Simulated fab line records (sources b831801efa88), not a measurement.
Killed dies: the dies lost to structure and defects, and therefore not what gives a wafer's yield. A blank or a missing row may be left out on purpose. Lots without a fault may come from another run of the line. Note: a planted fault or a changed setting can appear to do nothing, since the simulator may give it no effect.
Which of the tools did it? + flow sky130 + 13 lots, 39 wafers sampled, at 4 steps of a route of 708

== WHAT EACH GAUGE READ, for each wafer ==
SKY_GATE_OXIDE_OVL_MEAS_10. Usual: for GATE_OXIDE_OVL the level is -0.9 nm and the standard deviation is 1.5.
| lot  | measured     | on         | GATE_OXIDE_OVL (nm) | flag |
|------|--------------|------------|---------------------|------|
| L652 | day 13 12:41 | overlay-02 | -0.9 -1.2 0.8       |      |
| L653 | day 13 23:14 | overlay-02 | -2.0 -2.7 -4.8      |      |
| L655 | day 14 14:08 | overlay-01 | -0.3 0.4 0.3        |      |
| L660 | day 17 08:37 | overlay-01 | -2.2 -1.5 -3.3      |      |
| L661 | day 17 21:03 | overlay-01 | -2.6 -0.5 -1.5      |      |
| L664 | day 18 07:05 | overlay-01 | -2.5 2.0 0.3        |      |
| L668 | day 19 21:37 | overlay-01 | -1.4 -0.4 -0.1      |      |
| L669 | day 19 22:16 | overlay-01 | 0.5 1.4 0.9         |      |
| L670 | day 20 08:10 | overlay-02 | -1.3 -2.1 -0.8      |      |
| L671 | day 20 12:31 | overlay-02 | -6.0 -2.6 -3.6      |      |
| L672 | day 20 17:21 | overlay-02 | 0.2 -0.5 0.3        |      |
| L674 | day 21 15:22 | overlay-01 | -0.3 0.0 1.1        |      |
| L675 | day 21 23:41 | overlay-01 | -1.6 -0.9 0.9       |      |

SKY_SD_N_RS_MEAS_18: measures by four-point-probe. Usual: for RES_XHIGH_RS the level is 333.3 ohm/sq and the standard deviation is 1.2.
| lot  | measured     | on            | RES_XHIGH_RS (ohm/sq) | flag |
|------|--------------|---------------|-----------------------|------|
| L652 | day 27 22:31 | film-metro-03 | 333.0 332.6 332.7     |      |
| L653 | day 28 04:13 | film-metro-01 | 333.7 333.9 333.8     |      |
| L655 | day 28 17:38 | film-metro-01 | 335.9 335.3 335.0     |      |
| L660 | day 31 08:26 | film-metro-03 | 334.2 333.5 334.2     |      |
| L661 | day 31 21:37 | film-metro-03 | 334.2 334.8 334.2     |      |
| L664 | day 32 03:19 | film-metro-04 | 332.2 333.9 332.6     |      |
| L668 | day 33 16:34 | film-metro-01 | 332.6 333.6 332.8     |      |
| L669 | day 33 18:16 | film-metro-03 | 332.0 332.8 332.4     |      |
| L670 | day 33 22:09 | film-metro-03 | 333.4 334.5 334.7     |      |
| L671 | day 34 03:47 | film-metro-01 | 331.1 332.1 331.4     |      |
| L672 | day 34 08:49 | film-metro-03 | 335.0 335.0 334.4     |      |
| L674 | day 35 03:58 | film-metro-03 | 332.2 331.5 331.6     |      |
| L675 | day 35 10:44 | film-metro-03 | 331.1 331.0 331.8     |      |

== WHAT TOOL EACH LOT RAN ON (gives the tool, then ch and the chambers of the sampled wafers, and finally the start) ==
| lot  | SKY_LDD_HVP_IMPLANT_08          | SKY_SPACER_ETCHBACK_02             |
|------|---------------------------------|------------------------------------|
| L652 | implanter-01 ch 0, day 21 12:29 | rie-diel-04 ch 0,3, day 22 21:46   |
| L653 | implanter-03 ch 0, day 21 22:51 | rie-diel-04 ch 0,2, day 23 07:24   |
| L655 | implanter-04 ch 0, day 22 11:32 | rie-diel-02 ch 2,3, day 23 20:32   |
| L660 | implanter-03 ch 0, day 25 04:50 | rie-diel-04 ch 1,2, day 26 14:07   |
| L661 | implanter-03 ch 0, day 25 21:49 | rie-diel-04 ch 0,2,3, day 27 04:22 |
| L664 | implanter-01 ch 0, day 26 05:42 | rie-diel-04 ch 1,2,3, day 27 12:11 |
| L668 | implanter-04 ch 0, day 27 18:40 | rie-diel-02 ch 0,3, day 29 01:12   |
| L669 | implanter-04 ch 0, day 27 19:36 | rie-diel-02 ch 1,3, day 29 03:27   |
| L670 | implanter-04 ch 0, day 28 02:56 | rie-diel-04 ch 1,2,3, day 29 08:53 |
| L671 | implanter-04 ch 0, day 28 07:44 | rie-diel-04 ch 1,2, day 29 13:50   |
| L672 | implanter-03 ch 0, day 28 11:43 | rie-diel-03 ch 1,2,3, day 29 18:03 |
| L674 | implanter-03 ch 0, day 29 07:20 | rie-diel-04 ch 0,2, day 30 16:25   |
| L675 | implanter-04 ch 0, day 29 15:01 | rie-diel-04 ch 2,3, day 30 21:49   |
- SKY_LDD_HVP_IMPLANT_08
- SKY_SPACER_ETCHBACK_02: etches Si3N4 in CH3F/O2, stops on SiO2, time 46.7 s, target depth 45 nm.

== AS READ BY THE TOOLS THEMSELVES (means over the sampled wafers that have a number; for cases with no such wafer, the mark the record gives instead) ==
SKY_LDD_HVP_IMPLANT_08. Usual: beam-energy-keV 19.999, standard deviation 0.0058; dose-ions-cm2 1.6995e+13, standard deviation 2e+10.
| lot  | tool         | beam-energy-keV | dose-ions-cm2 | flag |
|------|--------------|-----------------|---------------|------|
| L652 | implanter-01 | 19.994          | 1.6996e+13    |      |
| L653 | implanter-03 | 20.004          | 1.6998e+13    |      |
| L655 | implanter-04 | 20.006          | 1.6992e+13    |      |
| L660 | implanter-03 | 19.160          | 1.7008e+13    | OFF  |
| L661 | implanter-03 | 19.165          | 1.6981e+13    | OFF  |
| L664 | implanter-01 | 20.003          | 1.7012e+13    |      |
| L668 | implanter-04 | 19.994          | 1.7028e+13    |      |
| L669 | implanter-04 | 20.000          | 1.6994e+13    |      |
| L670 | implanter-04 | 19.998          | 1.6994e+13    |      |
| L671 | implanter-04 | 19.999          | 1.7001e+13    |      |
| L672 | implanter-03 | 19.994          | 1.6987e+13    |      |
| L674 | implanter-03 | 19.997          | 1.7006e+13    |      |
| L675 | implanter-04 | 19.999          | 1.7013e+13    |      |

SKY_SPACER_ETCHBACK_02. Usual: drypump-motor-current-A 5.8 A, standard deviation 0.53; oes-product-au 0.854 a.u., standard deviation 0.0079; throttle-valve-pct 10.562 %, standard deviation 0.0082.
| lot  | tool        | drypump-motor-current-A (A) | oes-product-au (a.u.) | throttle-valve-pct (%) | flag |
|------|-------------|-----------------------------|-----------------------|------------------------|------|
| L652 | rie-diel-04 | 5.8                         | 0.866                 | 10.560                 |      |
| L653 | rie-diel-04 | 6.0                         | 0.866                 | 10.566                 |      |
| L655 | rie-diel-02 | 6.3                         | 0.846                 | 10.563                 |      |
| L660 | rie-diel-04 | 6.1                         | 0.851                 | 10.565                 |      |
| L661 | rie-diel-04 | 5.6                         | 0.863                 | 10.568                 |      |
| L664 | rie-diel-04 | 5.6                         | 0.839                 | 10.560                 |      |
| L668 | rie-diel-02 | 5.7                         | 0.850                 | 10.563                 |      |
| L669 | rie-diel-02 | 6.0                         | 0.850                 | 10.558                 |      |
| L670 | rie-diel-04 | 5.6                         | 0.852                 | 10.557                 |      |
| L671 | rie-diel-04 | 6.1                         | 0.855                 | 10.556                 |      |
| L672 | rie-diel-03 | 5.6                         | 0.851                 | 10.565                 |      |
| L674 | rie-diel-04 | 5.7                         | 0.854                 | 10.562                 |      |
| L675 | rie-diel-04 | 5.3                         | 0.853                 | 10.554                 |      |

== THE ANSWER, worked out from the rows above alone ==
Rule: lot off if the mean of its wafers having a number is beyond 3 standard deviations from the usual mean. A lot without any number at a reading at which 4 lots or more have one is off too. Any other lot the step has rows for is counted as sound. First the gauges in route order, then the tools' own readings, where a lot's mean is used as printed above. The first step at which some lot is off is used, and at that step the reading that is off furthest; a lot without a number counts as furthest.
Off, at SKY_LDD_HVP_IMPLANT_08 on beam-energy-keV: L660, L661.
A tool fits if, at that step or a process step before it, it ran every lot that is off, and no sound lot after the first of them. Of those tried, none fits.

== WHAT HAD BEEN PUT IN BY THE SIMULATOR ==
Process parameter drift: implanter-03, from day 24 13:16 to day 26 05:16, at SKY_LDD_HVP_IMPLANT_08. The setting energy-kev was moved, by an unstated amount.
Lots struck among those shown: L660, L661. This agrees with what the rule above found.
